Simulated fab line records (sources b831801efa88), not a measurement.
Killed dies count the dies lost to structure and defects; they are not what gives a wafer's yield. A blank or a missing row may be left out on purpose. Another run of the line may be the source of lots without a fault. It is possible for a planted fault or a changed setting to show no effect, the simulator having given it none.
Chamber matching	flow sky130	4 sister chambers for SKY_VIA3_CMP_24 on cmp-01
The step polishes, stops on SiO2, t overpolish 20 s, target thk 0 nm. 8 wafers are shown with their chamber, then 8 later ones without.

== WAFERS, EACH WITH ITS CHAMBER ==
wafer	chamber	motor-current-A (A)	time-to-endpoint-s (s)
L796.3	0	11.5	90
L798.2	0	11.4	94
L798.5	2	12.8	94
L800.5	3	11.8	89
L809.1	1	11.6	92
L809.2	3	11.3	87
L809.3	2	13.0	91
L812.1	1	11.5	92

== WAFERS MISSING THEIR CHAMBER ==
wafer	motor-current-A (A)	time-to-endpoint-s (s)
L812.5	11.0	88
L812.6	11.6	90
L816.1	11.7	89
L816.3	12.3	95
L816.6	11.1	95
L815.3	11.7	90
L815.4	11.8	91
L815.5	11.3	91

== WHICH CHAMBER EACH WENT THROUGH ==
wafer	from the rows above	in truth
L812.5	can't be placed: 3 or 0 or 1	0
L812.6	can't be placed: 1 or 3 or 0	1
L816.1	can't be placed: 3 or 1 or 0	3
L816.3	can't be placed: 2 or 1 or 0 or 3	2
L816.6	can't be placed: 0 or 1 or 3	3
L815.3	can't be placed: 1 or 3 or 0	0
L815.4	can't be placed: 1 or 0 or 3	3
L815.5	can't be placed: 0 or 1 or 3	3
0 of 8 placed correctly. From these rows, 8 cannot be placed; in 8 the true chamber is one of the candidates. Wrongly placed: 0.
How it was worked out, from the rows above alone: a wafer's distance from a chamber is the root of the sum, over the readings, of the square of ((its reading less the chamber's mean) divided by the reading's scatter). The wafer belongs to the nearest chamber; if the next one is less than 2 further off, it can't be placed. For every chamber, the mean is computed from those of its wafers that are shown. How the scatter is found: for the shown wafers, subtract from each reading the mean of its chamber, square and add these, divide the total by (wafers less chambers), then take the root.
